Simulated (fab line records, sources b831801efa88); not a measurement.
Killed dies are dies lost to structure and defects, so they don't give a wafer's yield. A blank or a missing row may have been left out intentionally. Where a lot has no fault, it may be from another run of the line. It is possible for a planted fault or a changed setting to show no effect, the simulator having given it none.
Which tool did it? ; flow sky130 ; Sampling: 13 lots, 39 wafers, 3 of 708 route steps

## WHAT THE GAUGES SHOWED, per wafer
SKY_FIELD_ISO_THK_MEAS_02. Usual: FIELD_ISO_OXIDATION_00_THK 11.93 nm, standard deviation 0.22.
lot;measured;on;FIELD_ISO_OXIDATION_00_THK (nm);flag
L593;day 1 11:38;film metro-03;11.78 11.72 11.74;
L594;day 1 16:38;film metro-02;12.00 11.91 11.90;
L596;day 2 06:05;film metro-01;11.88 12.00 12.07;
L597;day 2 09:18;film metro-03;11.91 11.88 11.86;
L598;day 2 15:36;film metro-02;11.96 11.92 12.04;
L600;day 3 01:35;film metro-01;12.23 12.11 12.15;
L602;day 3 10:01;film metro-02;11.89 12.05 12.02;
L607;day 4 09:58;film metro-01;11.83 11.66 11.95;
L611;day 5 07:05;film metro-03;11.85 11.93 11.84;
L612;day 5 11:09;film metro-02;12.05 12.05 11.97;
L614;day 5 20:38;film metro-01;12.05 12.09 12.13;
L615;day 6 01:38;film metro-02;11.48 11.52 11.78;
L616;day 6 06:38;film metro-03;12.58 12.31 12.49;

SKY_VT_ADJUST_LVTN_TW_MEAS_10. Usual: VT_ADJUST_LVTN_TW 241.1, standard deviation 1.2.
lot;measured;on;VT_ADJUST_LVTN_TW;flag
L593;day 7 00:55;film metro-01;242.8 241.9 243.4;
L594;day 7 06:10;film metro-04;239.4 241.5 241.5;
L596;day 7 23:32;film metro-04;241.1 241.8 241.2;
L597;day 8 08:21;film metro-01;242.2 242.4 241.7;
L598;day 8 09:07;film metro-04;241.1 240.1 239.7;
L600;day 8 21:41;film metro-02;239.0 239.7 239.4;
L602;day 9 14:44;film metro-02;238.3 238.9 239.8;
L607;day 10 18:55;film metro-01;240.8 241.7 242.2;
L611;day 11 18:04;film metro-02;239.2 238.6 240.7;
L612;day 12 01:34;film metro-04;240.8 240.5 241.3;
L614;day 12 16:10;film metro-01;241.8 243.3 241.9;
L615;day 12 23:28;film metro-04;238.9 241.2 242.0;
L616;day 13 01:45;film metro-01;240.6 239.8 239.3;

## TOOL THAT RAN EACH LOT (tool first, then ch and the chambers of the sampled wafers, then the start)
lot;SKY_FIELD_ISO_CMP_27
L593;cmp-01 ch 1,2,3, day 2 14:11
L594;cmp-02 ch 0,2, day 2 17:06
L596;cmp-01 ch 1,2, day 3 05:37
L597;cmp-02 ch 0,1, day 3 07:01
L598;cmp-02 ch 1,2, day 3 14:08
L600;cmp-01 ch 1,2,3, day 3 22:57
L602;cmp-01 ch 0,1, day 4 11:20
L607;cmp-01 ch 0,1,3, day 5 12:07
L611;cmp-01 ch 1,2,3, day 6 06:24
L612;cmp-02 ch 0,3, day 6 12:31
L614;cmp-02 ch 0,1,3, day 6 21:34
L615;cmp-02 ch 0,2,3, day 7 04:45
L616;cmp-02 ch 0,2,3, day 7 07:25
- SKY_FIELD_ISO_CMP_27: polishes, stops on Si3N4, t overpolish 16 s, target thk 457.8 nm.

## WHAT THE TOOLS THEMSELVES READ (means of the sampled wafers that have a number; where no wafer has one, the mark that the record gives instead)
SKY_FIELD_ISO_CMP_27. Usual: motor current A 12.1 A, standard deviation 1.2; overpolish run s 16.001 s, standard deviation 0.0098; time to endpoint s 111 s, standard deviation 5.6.
lot;tool;motor current A (A);overpolish run s (s);time to endpoint s (s);flag
L593;cmp-01;11.4;16.007;115;
L594;cmp-02;13.0;15.994;109;
L596;cmp-01;11.0;16.004;119;
L597;cmp-02;11.7;15.999;117;
L598;cmp-02;12.7;16.007;106;
L600;cmp-01;11.5;16.004;112;
L602;cmp-01;11.0;15.997;112;
L607;cmp-01;11.5;16.013;182;OFF
L611;cmp-01;11.6;16.007;182;OFF
L612;cmp-02;12.4;16.000;115;
L614;cmp-02;12.1;16.006;111;
L615;cmp-02;13.0;15.993;119;
L616;cmp-02;13.3;16.001;114;

## THE ANSWER, worked out from the rows above alone
Rule: take the mean of a lot's wafers that have a number; if it is more than 3 standard deviations from the usual mean, the lot is off. Also off: a lot with no number at a reading for which 4 or more lots have one. Where the step has rows for the other lots, those lots are counted as sound. Order of review: gauges by route order, followed by the tools' own readings, for which a lot's mean as printed above is used. The first step at which some lot is off is used, and at that step the reading that is off furthest; a lot without a number counts as furthest.
Off at SKY_FIELD_ISO_CMP_27 (time to endpoint s): L607, L611.
If a tool, at that step or one of the process steps before it, ran each lot that is off and ran no sound lot following the first of them, it fits. One fits: SKY_FIELD_ISO_CMP_27 on cmp-01. Its last sound lot is L602 (day 4 11:20), its first lot that is off L607 (day 5 12:07): a fault that began between those two fits.
The tool's own readings at SKY_FIELD_ISO_CMP_27 bear it out: on the lots that are off they differ by more than 5 times the standard deviation of the sound lots' means. time to endpoint s reads 182 s there against 114 s on the sound lots.

## WHAT WAS PUT IN BY THE SIMULATOR
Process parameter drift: cmp-01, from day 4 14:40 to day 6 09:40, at SKY_FIELD_ISO_CMP_27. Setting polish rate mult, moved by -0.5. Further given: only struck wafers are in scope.
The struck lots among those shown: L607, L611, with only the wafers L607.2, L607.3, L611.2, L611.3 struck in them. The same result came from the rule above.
